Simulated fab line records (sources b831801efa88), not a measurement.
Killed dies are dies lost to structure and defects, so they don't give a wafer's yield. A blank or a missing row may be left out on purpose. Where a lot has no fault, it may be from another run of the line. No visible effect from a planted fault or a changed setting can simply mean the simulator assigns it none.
What tool caused it? :: flow gf180mcu :: 13 lots with 39 wafers sampled at 4 steps, on a route of 602 steps

## WHAT THE GAUGES READ, wafer by wafer
GF_PSD_RS_MEAS_15: uses a four-point probe to measure. Usual: for PSD_RS the level is 108.62 ohm/sq and the standard deviation is 0.29.
lot: L102
measured: day 14 04:58
on: filmMetro-04
PSD_RS (ohm/sq): 108.76 108.70 108.84
flag: 

lot: L103
measured: day 14 10:26
on: filmMetro-03
PSD_RS (ohm/sq): 108.95 108.84 108.67
flag: 

lot: L104
measured: day 14 19:16
on: filmMetro-03
PSD_RS (ohm/sq): 108.12 108.10 108.48
flag: 

lot: L106
measured: day 15 11:31
on: filmMetro-03
PSD_RS (ohm/sq): 108.64 108.65 108.84
flag: 

lot: L108
measured: day 16 04:47
on: filmMetro-03
PSD_RS (ohm/sq): 108.36 108.71 108.90
flag: 

lot: L112
measured: day 18 02:00
on: filmMetro-04
PSD_RS (ohm/sq): 108.34 108.37 108.66
flag: 

lot: L115
measured: day 18 23:25
on: filmMetro-02
PSD_RS (ohm/sq): 108.43 108.03 108.19
flag: 

lot: L118
measured: day 19 22:53
on: filmMetro-02
PSD_RS (ohm/sq): 109.41 109.02 109.19
flag: 

lot: L117
measured: day 20 03:16
on: filmMetro-02
PSD_RS (ohm/sq): 108.77 108.82 108.36
flag: 

lot: L120
measured: day 20 12:18
on: filmMetro-04
PSD_RS (ohm/sq): 108.81 108.71 108.46
flag: 

lot: L122
measured: day 21 04:31
on: filmMetro-04
PSD_RS (ohm/sq): 108.51 108.37 108.26
flag: 

lot: L123
measured: day 22 00:26
on: filmMetro-02
PSD_RS (ohm/sq): 108.63 108.71 109.10
flag: 

lot: L125
measured: day 22 10:56
on: filmMetro-04
PSD_RS (ohm/sq): 108.60 108.82 108.69
flag: 

GF_SALICIDE_RS_MEAS_04: uses a four-point probe to measure. Usual: for SALICIDE_TIN_RS the level is 16.52 ohm/sq and the standard deviation is 0.26.
lot: L102
measured: day 15 02:52
on: filmMetro-01
SALICIDE_TIN_RS (ohm/sq): 16.56 16.56 16.61
flag: 

lot: L103
measured: day 15 06:45
on: filmMetro-04
SALICIDE_TIN_RS (ohm/sq): 16.68 16.77 16.81
flag: 

lot: L104
measured: day 15 16:40
on: filmMetro-01
SALICIDE_TIN_RS (ohm/sq): 16.80 16.58 16.26
flag: 

lot: L106
measured: day 16 09:50
on: filmMetro-02
SALICIDE_TIN_RS (ohm/sq): 16.42 16.44 16.16
flag: 

lot: L108
measured: day 17 03:34
on: filmMetro-02
SALICIDE_TIN_RS (ohm/sq): 8.48 8.29 8.48
flag: OFF

lot: L112
measured: day 19 01:43
on: filmMetro-02
SALICIDE_TIN_RS (ohm/sq): 8.41 8.46 8.51
flag: OFF

lot: L115
measured: day 20 00:04
on: filmMetro-01
SALICIDE_TIN_RS (ohm/sq): 16.80 16.92 16.81
flag: 

lot: L118
measured: day 20 23:19
on: filmMetro-04
SALICIDE_TIN_RS (ohm/sq): 16.71 16.88 16.74
flag: 

lot: L117
measured: day 21 04:01
on: filmMetro-02
SALICIDE_TIN_RS (ohm/sq): 16.04 16.45 16.50
flag: 

lot: L120
measured: day 21 12:29
on: filmMetro-02
SALICIDE_TIN_RS (ohm/sq): 16.63 16.73 16.84
flag: 

lot: L122
measured: day 22 04:06
on: filmMetro-02
SALICIDE_TIN_RS (ohm/sq): 16.53 16.74 16.88
flag: 

lot: L123
measured: day 23 00:20
on: filmMetro-01
SALICIDE_TIN_RS (ohm/sq): 16.68 16.59 16.39
flag: 

lot: L125
measured: day 23 10:05
on: filmMetro-01
SALICIDE_TIN_RS (ohm/sq): 16.76 16.16 16.62
flag: 

GF_CONTACT_BOW_MEAS_05. Usual: for CONTACT_BOW the level is 66 um and the standard deviation is 6.6.
lot: L102
measured: day 15 03:52
on: filmMetro-03
CONTACT_BOW (um): 74 62 60
flag: 

lot: L103
measured: day 15 07:46
on: filmMetro-04
CONTACT_BOW (um): 53 67 61
flag: 

lot: L104
measured: day 15 17:40
on: filmMetro-03
CONTACT_BOW (um): 62 60 68
flag: 

lot: L106
measured: day 16 10:50
on: filmMetro-01
CONTACT_BOW (um): 67 62 65
flag: 

lot: L108
measured: day 17 04:41
on: filmMetro-04
CONTACT_BOW (um): 69 76 69
flag: 

lot: L112
measured: day 19 02:57
on: filmMetro-03
CONTACT_BOW (um): 60 50 68
flag: 

lot: L115
measured: day 20 01:07
on: filmMetro-04
CONTACT_BOW (um): 66 62 59
flag: 

lot: L118
measured: day 21 00:43
on: filmMetro-03
CONTACT_BOW (um): 53 60 67
flag: 

lot: L117
measured: day 21 05:01
on: filmMetro-03
CONTACT_BOW (um): 71 65 72
flag: 

lot: L120
measured: day 21 13:31
on: filmMetro-01
CONTACT_BOW (um): 59 64 69
flag: 

lot: L122
measured: day 22 05:07
on: filmMetro-04
CONTACT_BOW (um): 53 64 56
flag: 

lot: L123
measured: day 23 01:20
on: filmMetro-04
CONTACT_BOW (um): 53 72 65
flag: 

lot: L125
measured: day 23 11:05
on: filmMetro-04
CONTACT_BOW (um): 63 67 63
flag: 

## EACH LOT AND THE TOOL THAT RAN IT (in order: tool; ch and the chambers of the sampled wafers; start)
lot: L102
GF_SALICIDE_SPUTTER_02: pvdSputter-04, day 15 02:48

lot: L103
GF_SALICIDE_SPUTTER_02: pvdSputter-01, day 15 06:41

lot: L104
GF_SALICIDE_SPUTTER_02: pvdSputter-01, day 15 16:37

lot: L106
GF_SALICIDE_SPUTTER_02: pvdSputter-02, day 16 09:44

lot: L108
GF_SALICIDE_SPUTTER_02: pvdSputter-01, day 17 03:18

lot: L112
GF_SALICIDE_SPUTTER_02: pvdSputter-01, day 19 01:28

lot: L115
GF_SALICIDE_SPUTTER_02: pvdSputter-04, day 19 23:59

lot: L118
GF_SALICIDE_SPUTTER_02: pvdSputter-02, day 20 23:13

lot: L117
GF_SALICIDE_SPUTTER_02: pvdSputter-04, day 21 03:57

lot: L120
GF_SALICIDE_SPUTTER_02: pvdSputter-04, day 21 12:24

lot: L122
GF_SALICIDE_SPUTTER_02: pvdSputter-02, day 22 04:02

lot: L123
GF_SALICIDE_SPUTTER_02: pvdSputter-01, day 23 00:16

lot: L125
GF_SALICIDE_SPUTTER_02: pvdSputter-04, day 23 09:59
- GF_SALICIDE_SPUTTER_02: material Co, target thk 10 nm, time 20 s.

## WHAT THE TOOLS THEMSELVES READ (means of the sampled wafers that have a number; where no wafer has one, the mark that the record gives instead)
GF_SALICIDE_SPUTTER_02. Usual: cathodeDcPowerW 1000.00 W, standard deviation 0.17; throttleValvePct 29.8 %, standard deviation 1.1.
lot: L102
tool: pvdSputter-04
cathodeDcPowerW (W): 1000.23
throttleValvePct (%): 30.0
flag: 

lot: L103
tool: pvdSputter-01
cathodeDcPowerW (W): 1000.11
throttleValvePct (%): 29.5
flag: 

lot: L104
tool: pvdSputter-01
cathodeDcPowerW (W): 999.98
throttleValvePct (%): 29.7
flag: 

lot: L106
tool: pvdSputter-02
cathodeDcPowerW (W): 1000.04
throttleValvePct (%): 29.7
flag: 

lot: L108
tool: pvdSputter-01
cathodeDcPowerW (W): 999.91
throttleValvePct (%): 28.7
flag: 

lot: L112
tool: pvdSputter-01
cathodeDcPowerW (W): 1000.08
throttleValvePct (%): 28.3
flag: 

lot: L115
tool: pvdSputter-04
cathodeDcPowerW (W): 999.90
throttleValvePct (%): 29.5
flag: 

lot: L118
tool: pvdSputter-02
cathodeDcPowerW (W): 1000.02
throttleValvePct (%): 30.7
flag: 

lot: L117
tool: pvdSputter-04
cathodeDcPowerW (W): 1000.15
throttleValvePct (%): 29.6
flag: 

lot: L120
tool: pvdSputter-04
cathodeDcPowerW (W): 999.87
throttleValvePct (%): 29.5
flag: 

lot: L122
tool: pvdSputter-02
cathodeDcPowerW (W): 999.86
throttleValvePct (%): 31.1
flag: 

lot: L123
tool: pvdSputter-01
cathodeDcPowerW (W): 999.95
throttleValvePct (%): 29.5
flag: 

lot: L125
tool: pvdSputter-04
cathodeDcPowerW (W): 1000.13
throttleValvePct (%): 30.0
flag: 

## THE ANSWER, worked out from the rows above alone
Rule: a lot counts as off when the mean over its wafers that have a number is more than 3 standard deviations away from the usual mean. Also off: a lot with no number at a reading for which 4 or more lots have one. All remaining lots with rows at the step are treated as sound. After the gauges, taken in route order, come the tools' own readings; for these a lot's mean is taken, as printed above. The first step at which some lot is off is used, and at that step the reading that is off furthest; a lot without a number counts as furthest.
Off: L108, L112, seen at GF_SALICIDE_RS_MEAS_04 (SALICIDE_TIN_RS).
A tool fits if, at a process step before that reading, it ran every lot that is off, and no sound lot after the first of them. Gauges at GF_SALICIDE_RS_MEAS_04: tried the same way as those tools. Not one of the candidates tried fits.

## WHAT THE SIMULATOR HAD INSERTED
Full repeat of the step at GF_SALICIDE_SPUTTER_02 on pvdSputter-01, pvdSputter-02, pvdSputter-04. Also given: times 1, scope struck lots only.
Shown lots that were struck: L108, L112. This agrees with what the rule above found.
